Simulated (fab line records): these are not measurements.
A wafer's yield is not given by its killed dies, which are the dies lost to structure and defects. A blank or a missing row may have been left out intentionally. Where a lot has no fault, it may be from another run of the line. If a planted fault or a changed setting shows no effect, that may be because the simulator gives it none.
Matching of chambers :: flow sky130 :: 4 sister chambers for SKY_FIELD_ISO_CMP_27 on cmp-02
The step polishes, stops on Si3N4, t overpolish 16 s, target thk 457.8 nm. 18 wafers are shown with their chamber, then 9 later ones without.

## EACH WAFER AND ITS CHAMBER
wafer: L876.1
chamber: 0
timeToEndpointS (s): 117
motorCurrentA (A): 12.4
overpolishRunS (s): 16.005

wafer: L876.2
chamber: 3
timeToEndpointS (s): 121
motorCurrentA (A): 11.1
overpolishRunS (s): 16.003

wafer: L876.5
chamber: 1
timeToEndpointS (s): 110
motorCurrentA (A): 11.6
overpolishRunS (s): 15.999

wafer: L877.1
chamber: 0
timeToEndpointS (s): 113
motorCurrentA (A): 12.7
overpolishRunS (s): 15.989

wafer: L877.2
chamber: 3
timeToEndpointS (s): 124
motorCurrentA (A): 10.3
overpolishRunS (s): 15.997

wafer: L877.4
chamber: 1
timeToEndpointS (s): 106
motorCurrentA (A): 11.6
overpolishRunS (s): 15.980

wafer: L880.2
chamber: 0
timeToEndpointS (s): 114
motorCurrentA (A): 12.9
overpolishRunS (s): 15.993

wafer: L880.3
chamber: 1
timeToEndpointS (s): 104
motorCurrentA (A): 11.3
overpolishRunS (s): 15.999

wafer: L880.5
chamber: 1
timeToEndpointS (s): 107
motorCurrentA (A): 12.2
overpolishRunS (s): 15.998

wafer: L882.1
chamber: 3
timeToEndpointS (s): 121
motorCurrentA (A): 10.7
overpolishRunS (s): 16.002

wafer: L882.2
chamber: 1
timeToEndpointS (s): 108
motorCurrentA (A): 11.5
overpolishRunS (s): 16.006

wafer: L882.4
chamber: 2
timeToEndpointS (s): 115
motorCurrentA (A): 11.3
overpolishRunS (s): 15.996

wafer: L890.1
chamber: 1
timeToEndpointS (s): 108
motorCurrentA (A): 11.5
overpolishRunS (s): 16.015

wafer: L890.3
chamber: 0
timeToEndpointS (s): 114
motorCurrentA (A): 12.0
overpolishRunS (s): 15.992

wafer: L890.4
chamber: 2
timeToEndpointS (s): 116
motorCurrentA (A): 12.2
overpolishRunS (s): 15.998

wafer: L894.1
chamber: 3
timeToEndpointS (s): 121
motorCurrentA (A): 10.7
overpolishRunS (s): 16.005

wafer: L894.4
chamber: 2
timeToEndpointS (s): 119
motorCurrentA (A): 12.0
overpolishRunS (s): 15.993

wafer: L894.5
chamber: 1
timeToEndpointS (s): 107
motorCurrentA (A): 11.7
overpolishRunS (s): 15.991

SIGNATURES (averages over the wafers above)
reading: timeToEndpointS
chamber 0: 114.50
chamber 1: 107.14
chamber 2: 116.67
chamber 3: 121.75
scatter within a chamber: 1.8

reading: motorCurrentA
chamber 0: 12.500
chamber 1: 11.629
chamber 2: 11.833
chamber 3: 10.700
scatter within a chamber: 0.349

reading: overpolishRunS
chamber 0: 15.99475
chamber 1: 15.99829
chamber 2: 15.99567
chamber 3: 16.00175
scatter within a chamber: 0.00812
Rule: for each reading, subtract the chamber's mean from the wafer's reading, divide by that reading's scatter and square the result; add these up over the readings and take the root, which gives the wafer's distance from the chamber. The wafer belongs to the nearest chamber; if the next one is less than 2 further off, it can't be placed. How the scatter is found: for the shown wafers, subtract from each reading the mean of its chamber, square and add these, divide the total by (wafers less chambers), then take the root.

## WAFERS WHOSE CHAMBER IS MISSING
wafer: L895.1
timeToEndpointS (s): 110
motorCurrentA (A): 12.0
overpolishRunS (s): 15.997

wafer: L895.2
timeToEndpointS (s): 105
motorCurrentA (A): 11.5
overpolishRunS (s): 16.006

wafer: L895.4
timeToEndpointS (s): 119
motorCurrentA (A): 10.4
overpolishRunS (s): 16.013

wafer: L896.1
timeToEndpointS (s): 115
motorCurrentA (A): 12.7
overpolishRunS (s): 15.994

wafer: L896.4
timeToEndpointS (s): 108
motorCurrentA (A): 12.3
overpolishRunS (s): 15.998

wafer: L896.5
timeToEndpointS (s): 117
motorCurrentA (A): 9.7
overpolishRunS (s): 16.003

wafer: L897.2
timeToEndpointS (s): 116
motorCurrentA (A): 10.8
overpolishRunS (s): 15.982

wafer: L897.3
timeToEndpointS (s): 104
motorCurrentA (A): 12.4
overpolishRunS (s): 16.008

wafer: L897.4
timeToEndpointS (s): 115
motorCurrentA (A): 12.1
overpolishRunS (s): 16.010

## WHICH CHAMBER EACH WENT THROUGH
wafer: L895.1
from the rows above: can't be placed: 1 or 0 or 2
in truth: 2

wafer: L895.2
from the rows above: 1
in truth: 1

wafer: L895.4
from the rows above: 3
in truth: 3

wafer: L896.1
from the rows above: 0
in truth: 0

wafer: L896.4
from the rows above: can't be placed: 1 or 0
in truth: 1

wafer: L896.5
from the rows above: 3
in truth: 3

wafer: L897.2
from the rows above: can't be placed: 2 or 3 or 0
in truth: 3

wafer: L897.3
from the rows above: 1
in truth: 1

wafer: L897.4
from the rows above: can't be placed: 2 or 0
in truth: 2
Correct placement for 5 of the 9. From these rows, 4 cannot be placed; in 4 the true chamber is one of the candidates. Wrongly placed: 0.
